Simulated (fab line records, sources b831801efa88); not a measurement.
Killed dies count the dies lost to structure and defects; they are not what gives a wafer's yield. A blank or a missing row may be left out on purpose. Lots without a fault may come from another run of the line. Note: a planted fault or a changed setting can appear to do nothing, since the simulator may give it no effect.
Chamber matching ; flow sky130 ; SKY_CONTACT_ETCH_18 on rieDiel-04 has 4 sister chambers
The step etches Si3N4 in CHF3/O2, stops on TiN, time 39 s, target depth 75 nm. 4 wafers are shown with their chamber, then 7 later ones without.

== EACH WAFER AND ITS CHAMBER ==
wafer;chamber;drypumpMotorCurrentA (A)
L258.6;2;5.1
L264.1;1;6.3
L271.1;0;5.0
L271.3;3;5.5

== WAFERS MISSING THEIR CHAMBER ==
wafer;drypumpMotorCurrentA (A)
L271.4;5.2
L278.1;5.4
L278.4;6.3
L278.5;5.2
L280.2;5.0
L280.3;5.4
L280.6;6.3

== WHICH CHAMBER EACH WENT THROUGH ==
wafer;from the rows above;in truth
L271.4;can't be placed: 2 or 0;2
L278.1;3;3
L278.4;1;1
L278.5;can't be placed: 2 or 0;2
L280.2;can't be placed: 0 or 2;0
L280.3;3;3
L280.6;1;1
Placed correctly: 4 of 7. Cannot be placed on the basis of these rows: 3; the candidates contain the true chamber in 3. 0 placed wrongly.
How it was worked out, from the rows above alone: a wafer's distance from a chamber is the root of the sum, over the readings, of the square of ((its reading less the chamber's mean) divided by the reading's scatter). If the next closest chamber is less than 2 further off than the closest, the wafer can't be placed; otherwise it belongs to the closest. The mean given for a chamber averages the wafers shown for that chamber. The scatter (one wafer shown for each chamber): square how far every hidden wafer sits from the nearest shown wafer, average those squares and take the square root.
